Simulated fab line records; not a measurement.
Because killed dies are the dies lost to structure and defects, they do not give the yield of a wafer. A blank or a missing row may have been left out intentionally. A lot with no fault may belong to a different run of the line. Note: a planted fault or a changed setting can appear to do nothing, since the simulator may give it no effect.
Which tool did it? | flow sky130 | Sampling: 9 lots, 27 wafers, 5 of 708 route steps

## WHAT THE GAUGES SHOWED, per wafer
SKY_VIA4_BOW_MEAS_03.
lot  | measured     | on            | VIA4_BOW (um)
L110 | day 42 03:36 | film metro-02 | 79 62 67
L112 | day 42 07:38 | film metro-01 | 80 72 73
L116 | day 43 11:22 | film metro-02 | 77 80 75
L117 | day 44 00:39 | film metro-02 | 62 76 69
L127 | day 46 22:26 | film metro-03 | 80 92 84
L128 | day 46 23:46 | film metro-03 | 82 97 97
L130 | day 47 06:22 | film metro-01 | 82 85 57
L131 | day 47 08:23 | film metro-02 | 73 76 65
L132 | day 47 19:59 | film metro-03 | 77 68 80

SKY_VIA4_RS_MEAS_19: uses a four-point probe to measure.
lot  | measured     | on            | VIA4_W_RS (ohm/sq)
L110 | day 43 03:03 | film metro-03 | 0.2252 0.2231 0.2244
L112 | day 43 07:46 | film metro-03 | 0.2257 0.2256 0.2242
L116 | day 44 10:45 | film metro-03 | 0.2246 0.2950 0.2266 0.2247 0.2949 0.2265
L117 | day 45 00:12 | film metro-02 | 0.2234 0.2903 0.2934 0.2236 0.2901 0.2940
L127 | day 47 18:50 | film metro-01 | 0.2269 0.2271 0.2264
L128 | day 47 20:12 | film metro-03 | 0.2296 0.2265 0.2262
L130 | day 48 02:23 | film metro-02 | 0.2262 0.2284 0.2291
L131 | day 48 04:52 | film metro-02 | 0.2210 0.2215 0.2279
L132 | day 48 15:09 | film metro-03 | 0.2285 0.2263 0.2226

SKY_VIA4_THK_MEAS_20: measures by xrf.
lot  | measured     | on            | VIA4_W_THK (nm)
L110 | day 43 03:10 | film metro-03 | 512 522 516
L112 | day 43 07:53 | film metro-03 | 508 512 516
L116 | day 44 16:55 | film metro-03 | 515 391 511 516 390 511
L117 | day 45 13:14 | film metro-02 | 521 400 395 521 402 396
L127 | day 47 18:58 | film metro-01 | 505 509 509
L128 | day 47 20:19 | film metro-03 | 496 500 504
L130 | day 48 02:28 | film metro-02 | 513 506 506
L131 | day 48 04:59 | film metro-02 | 519 522 505
L132 | day 48 15:16 | film metro-03 | 502 505 512

## WHAT TOOL EACH LOT RAN ON (gives the tool, then ch and the chambers of the sampled wafers, and finally the start)
lot  | SKY_CAP2M_METAL_ETCH_13           | SKY_VIA4_CVD_18
L110 | rie metal-03 ch 0,1, day 41 01:05 | cvd w-01 ch 0,1, day 43 02:54
L112 | rie metal-02 ch 0,1, day 41 05:20 | cvd w-01 ch 0,1, day 43 07:37
L116 | rie metal-03 ch 0,1, day 42 09:35 | cvd w-01 ch 0,1, day 44 10:35
L117 | rie metal-03 ch 0,1, day 43 00:01 | cvd w-01 ch 0,1, day 45 00:02
L127 | rie metal-04 ch 0,1, day 45 23:34 | cvd w-02 ch 0,1, day 47 18:41
L128 | rie metal-04 ch 0,1, day 46 00:49 | cvd w-01 ch 0,1, day 47 20:03
L130 | rie metal-02 ch 0,1, day 46 07:55 | cvd w-01 ch 0,1, day 48 02:13
L131 | rie metal-03 ch 1, day 46 10:41   | cvd w-01 ch 0,1, day 48 04:42
L132 | rie metal-04 ch 0, day 46 21:50   | cvd w-01 ch 0,1, day 48 15:00
- SKY_CAP2M_METAL_ETCH_13: etches TiN in Cl2/BCl3, stops on SiO2, target depth 220 nm, time 62.9 s.
- SKY_VIA4_CVD_18: deposits W, target thk 505 nm, time 152.14 s.

## AS READ BY THE TOOLS THEMSELVES (means over the sampled wafers that have a number; for cases with no such wafer, the mark the record gives instead)
SKY_CAP2M_METAL_ETCH_13.
lot  | tool         | drypump motor current A (A) | oes product au (a.u.) | throttle valve pct (%)
L110 | rie metal-03 | 5.6                         | 0.944                 | 21.905
L112 | rie metal-02 | 5.9                         | 0.928                 | 21.900
L116 | rie metal-03 | 5.2                         | 0.941                 | 21.903
L117 | rie metal-03 | 5.5                         | 0.947                 | 21.884
L127 | rie metal-04 | 5.9                         | 0.946                 | 21.897
L128 | rie metal-04 | 5.7                         | 0.942                 | 21.904
L130 | rie metal-02 | 6.0                         | 0.940                 | 21.902
L131 | rie metal-03 | 5.9                         | 0.936                 | 21.908
L132 | rie metal-04 | 6.0                         | 0.935                 | 21.905

SKY_VIA4_CVD_18.
lot  | tool     | heater power w (W) | susceptor temp C (C)
L110 | cvd w-01 | 844                | 400.24
L112 | cvd w-01 | 863                | 399.92
L116 | cvd w-01 | 828                | 394.89
L117 | cvd w-01 | 795                | 390.22
L127 | cvd w-02 | 809                | 399.76
L128 | cvd w-01 | 851                | 400.02
L130 | cvd w-01 | 847                | 399.86
L131 | cvd w-01 | 864                | 399.76
L132 | cvd w-01 | 854                | 399.99

## THE ANSWER, worked out from the rows above alone
Rule: the usual values come from the lots themselves. The widest of any qualifying gaps counts: lots, ordered by their means at a reading, are off when they make up no more than a third of the lots, leave a main group of 4 or more, and stand apart from it by 3 or more times the standard deviation of that group's means. A main group whose means are all the same, to the digits that the tables above print for the reading, isn't used. A lot without any number at a reading at which 4 lots or more have one is off too. Any other lot the step has rows for is counted as sound. First the gauges in route order, then the tools' own readings, where a lot's mean is used as printed above. The first step at which some lot is off is used, and at that step the reading that is off furthest; a lot without a number counts as furthest.
Off: L116, L117, seen at SKY_VIA4_RS_MEAS_19 (VIA4_W_RS). Main group: mean 0.2258 ohm/sq, sd 0.0015.
A tool fits if, at a process step before that reading, it ran every lot that is off, and no sound lot after the first of them. The gauges at SKY_VIA4_RS_MEAS_19 aren't tried: what is off there is off at SKY_VIA4_CVD_18 too, on other tools, and a gauge's error can't cause that. None of those tried fits.

## WHAT THE SIMULATOR PUT IN
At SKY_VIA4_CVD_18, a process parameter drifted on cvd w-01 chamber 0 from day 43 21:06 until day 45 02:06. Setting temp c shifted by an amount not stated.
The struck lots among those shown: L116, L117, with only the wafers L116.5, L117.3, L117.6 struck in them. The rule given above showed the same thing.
